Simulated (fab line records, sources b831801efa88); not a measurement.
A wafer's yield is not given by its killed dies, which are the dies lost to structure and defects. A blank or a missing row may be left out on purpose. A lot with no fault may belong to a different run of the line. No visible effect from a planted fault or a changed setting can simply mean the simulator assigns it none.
Which of the tools did it? ; flow gf180mcu ; 42 wafers from 14 lots sampled at 4 of the route's 602 steps

WHAT THE GAUGES SHOWED, per wafer
GF_V1_BOW_MEAS_05. Usual: for V1_BOW the level is 82 um and the standard deviation is 8.4.
lot;measured;on;V1_BOW (um);flag
L608;day 17 09:16;filmMetro-01;76 79 81;
L609;day 17 17:32;filmMetro-04;60 82 74;
L610;day 18 03:06;filmMetro-04;100 95 90;
L611;day 18 07:25;filmMetro-01;80 80 63;
L612;day 18 13:38;filmMetro-03;67 77 72;
L614;day 19 07:06;filmMetro-04;76 83 81;
L619;day 21 04:44;filmMetro-03;81 79 82;
L620;day 21 12:46;filmMetro-04;100 91 90;
L621;day 21 21:31;filmMetro-01;95 96 96;
L626;day 23 11:50;filmMetro-04;80 78 61;
L628;day 24 05:37;filmMetro-01;91 84 96;
L629;day 24 15:32;filmMetro-01;84 79 88;
L630;day 24 20:22;filmMetro-04;85 90 82;
L631;day 25 04:17;filmMetro-01;93 73 82;

GF_V1_CD_MEAS_14 targets a cd of 260 nm. Usual: 260.2 nm for cdNm, sd 1.2.
lot;measured;on;cdNm (nm);flag
L608;day 18 08:24;cdSem-02;258.9 259.1 258.4;
L609;day 18 17:14;cdSem-01;260.0 259.0 259.1;
L610;day 19 02:56;cdSem-01;260.0 260.6 260.4;
L611;day 19 07:19;cdSem-01;260.7 259.8 261.6;
L612;day 19 14:18;cdSem-01;259.9 259.4 260.2;
L614;day 20 07:23;cdSem-02;259.1 259.1 259.8;
L619;day 22 03:59;cdSem-02;261.6 261.7 260.8;
L620;day 22 11:30;cdSem-02;260.2 261.6 261.5;
L621;day 22 20:28;cdSem-02;262.5 262.3 262.6;
L626;day 24 09:58;cdSem-01;257.8 257.9 259.6;
L628;day 25 03:50;cdSem-02;260.0 260.7 260.3;
L629;day 25 13:10;cdSem-01;260.0 260.3 261.2;
L630;day 25 17:29;cdSem-02;259.3 259.4 259.2;
L631;day 26 02:14;cdSem-01;259.3 259.4 259.5;

TOOL THAT RAN EACH LOT (tool first, then ch and the chambers of the sampled wafers, then the start)
lot;GF_CONTACT_SPUTTER_22;GF_V1_CMP_04
L608;pvdSputter-02, day 16 08:10;cmp-02 ch 1,2, day 17 08:57
L609;pvdSputter-02, day 16 16:09;cmp-01 ch 0,2,3, day 17 17:16
L610;pvdSputter-03, day 17 01:16;cmp-01 ch 0,2,3, day 18 02:48
L611;pvdSputter-01, day 17 05:52;cmp-01 ch 1,2,3, day 18 07:09
L612;pvdSputter-01, day 17 11:39;cmp-01 ch 0,1, day 18 13:16
L614;pvdSputter-01, day 18 05:24;cmp-02 ch 0,1, day 19 06:48
L619;pvdSputter-02, day 20 02:25;cmp-01 ch 1,2,3, day 21 04:32
L620;pvdSputter-01, day 20 10:11;cmp-01 ch 1,2,3, day 21 12:27
L621;pvdSputter-02, day 20 19:59;cmp-02 ch 1,3, day 21 21:14
L626;pvdSputter-02, day 22 10:40;cmp-02 ch 0,3, day 23 11:31
L628;pvdSputter-01, day 23 04:56;cmp-01 ch 0,1, day 24 05:22
L629;pvdSputter-02, day 23 15:23;cmp-01 ch 2,3, day 24 15:13
L630;pvdSputter-02, day 23 20:26;cmp-02 ch 0,2, day 24 20:04
L631;pvdSputter-02, day 24 03:58;cmp-02 ch 1,2,3, day 25 04:02
- GF_CONTACT_SPUTTER_22: material Ti, target thk 15 nm, time 80.02 s.
- GF_V1_CMP_04: polishes SiO2.

AS READ BY THE TOOLS THEMSELVES (means over the sampled wafers that have a number; for cases with no such wafer, the mark the record gives instead)
GF_CONTACT_SPUTTER_22. Usual: 30.3 % for throttleValvePct, sd 0.53.
lot;tool;throttleValvePct (%);flag
L608;pvdSputter-02;30.2;
L609;pvdSputter-02;30.5;
L610;pvdSputter-03;29.3;
L611;pvdSputter-01;30.5;
L612;pvdSputter-01;30.5;
L614;pvdSputter-01;30.3;
L619;pvdSputter-02;30.6;
L620;pvdSputter-01;30.0;
L621;pvdSputter-02;30.0;
L626;pvdSputter-02;30.3;
L628;pvdSputter-01;30.3;
L629;pvdSputter-02;30.0;
L630;pvdSputter-02;30.5;
L631;pvdSputter-02;30.2;

GF_V1_CMP_04. Usual: motorCurrentA 11.6 A, standard deviation 1; platenRpm 60.00 rpm, standard deviation 0.039; timeToEndpointS 81 s, standard deviation 5.1.
lot;tool;motorCurrentA (A);platenRpm (rpm);timeToEndpointS (s);flag
L608;cmp-02;12.0;59.95;78;
L609;cmp-01;11.0;60.01;83;
L610;cmp-01;11.1;59.98;80;
L611;cmp-01;11.8;59.97;74;
L612;cmp-01;11.2;60.01;80;
L614;cmp-02;11.4;60.02;78;
L619;cmp-01;11.7;61.98;79;OFF
L620;cmp-01;11.2;62.03;75;OFF
L621;cmp-02;12.0;60.03;82;
L626;cmp-02;11.5;60.02;83;
L628;cmp-01;11.1;60.00;83;
L629;cmp-01;12.0;59.98;88;
L630;cmp-02;12.0;59.98;80;
L631;cmp-02;12.1;60.01;79;

THE ANSWER, worked out from the rows above alone
Rule: take the mean of a lot's wafers that have a number; if it is more than 3 standard deviations from the usual mean, the lot is off. Also off: a lot with no number at a reading for which 4 or more lots have one. The other lots that the step has rows for count as sound. First the gauges in route order, then the tools' own readings, where a lot's mean is used as printed above. At the first step where some lot is off, the reading lying furthest off is the one used; lots without a number count as furthest.
Off, at GF_V1_CMP_04 on platenRpm: L619, L620.
A tool fits if, at that step or a process step before it, it ran every lot that is off, and no sound lot after the first of them. None of those tried fits.

WHAT WAS PUT IN BY THE SIMULATOR
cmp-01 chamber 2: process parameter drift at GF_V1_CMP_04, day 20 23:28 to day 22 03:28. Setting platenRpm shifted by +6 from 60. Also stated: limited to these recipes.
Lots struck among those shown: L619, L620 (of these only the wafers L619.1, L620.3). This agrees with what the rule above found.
